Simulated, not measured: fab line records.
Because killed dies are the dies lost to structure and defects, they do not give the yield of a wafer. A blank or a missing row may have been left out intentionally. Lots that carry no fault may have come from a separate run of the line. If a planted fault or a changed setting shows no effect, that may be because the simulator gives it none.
Code-filled problem report in 8D (eight disciplines) form :: flow gf180mcu :: the parts of the form that need people (team, actions taken, sign-off) are left out

1. THE ISSUE
Mean MIM_CVD_05_THK at GF_MIM_THK_MEAS_06: 37.6 nm over 6 wafers in 2 lots; fault-free wafers: 42.2 nm, standard deviation 0.61. Measured from the usual mean, that is -7.5 standard deviations.
First seen on wafer L482.2, day 30 16:55, on film metro-01. Wafers with a number at this step in the record: 36, from 12 lots. Rule for "out", or "out of limits": more than 4 standard deviations from the usual mean. The other wafers with a number count as sound.

2. WHAT THIS IS AND IS NOT
question: which readings at this step
is: MIM_CVD_05_THK
is not: -

question: which lots
is: L482, L484
is not: L462, L464, L466, L467, L468, L469, L475, L476, L479, L483

question: which wafers of those lots
is: all that have a number
is not: -

question: read on which gauges
is: film metro-01, film metro-03
is not: film metro-04

question: when
is: from day 30 16:55
is not: up to then (27 sound wafers); but 3 sound wafers of L483 came after

3. THE SUSPECTS, EACH WITH WHAT RULES IT OUT
Counting: a tool at any process step up to the reading remains a suspect when it ran all the lots that are out and ran no sound lot after the first of those.
- the gauge at GF_MIM_THK_MEAS_06: ruled out. Those wafers that are out were read across 2 gauges (film metro-01, film metro-03).
- pvd sputter-02 at GF_V4_SPUTTER_22 (material TiN, target thk 10 nm, time 40 s): kept. All lots that are out passed through it, beginning with L482 at day 30 15:42, and no sound lot followed; its final sound lot before that point was L469 at day 26 17:23.
- pecvd-02 at GF_MIM_CVD_05 (deposits Si3N4, target thk 42 nm, time 29.086 s): kept. All lots that are out passed through it, beginning with L482 at day 30 16:53, and no sound lot followed; its final sound lot before that point was L479 at day 30 00:10. Its own readings are out on those wafers: run length s.
What counting leaves: pvd sputter-02 at GF_V4_SPUTTER_22 and pecvd-02 at GF_MIM_CVD_05.

4. THE CAUSE (what the simulator had put in)
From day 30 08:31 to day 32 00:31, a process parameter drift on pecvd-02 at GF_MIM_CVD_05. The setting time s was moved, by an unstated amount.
After counting, 2 suspects remain, this tool included.

5. THE EFFECT CHAIN, in route order
Each row: a reading whose mean over the struck wafers that have a number lies more than 3 standard deviations from the usual. Readings are gone through only where the record gives a usual standard deviation; hours: the median, over the lots, of the time from a lot's start at the first step in this table giving one to that lot's start at this step; sigmas: the change measured in usual standard deviations.
hours: 0
step: GF_MIM_CVD_05
reading: run length s
usual: 56.9 s
on struck wafers: 54.0
change: -2.9
sigmas: -4.9

hours: 0
step: GF_MIM_THK_MEAS_06
reading: MIM_CVD_05_THK
usual: 42.2 nm
on struck wafers: 37.6
change: -4.6
sigmas: -7.5
It contains these process steps:
- GF_MIM_CVD_05: deposits Si3N4, target thk 42 nm, time 29.086 s.

6. HOW IT WOULD HAVE BEEN CAUGHT EARLIER
The first out-of-limits reading at a measuring or inspecting step in this record came at day 30 16:55, 8 hours after the fault's start at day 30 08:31.
At GF_MIM_CVD_05, the tool's own readings (run length s) were out on each struck wafer the step has a row for, so an alarm limit on them would have fired on the first such wafer.
Among the 2 lots that are out, L484 began GF_MIM_CVD_05 on pecvd-02 after day 30 16:55. A tool hold placed at that time would have kept it from harm.
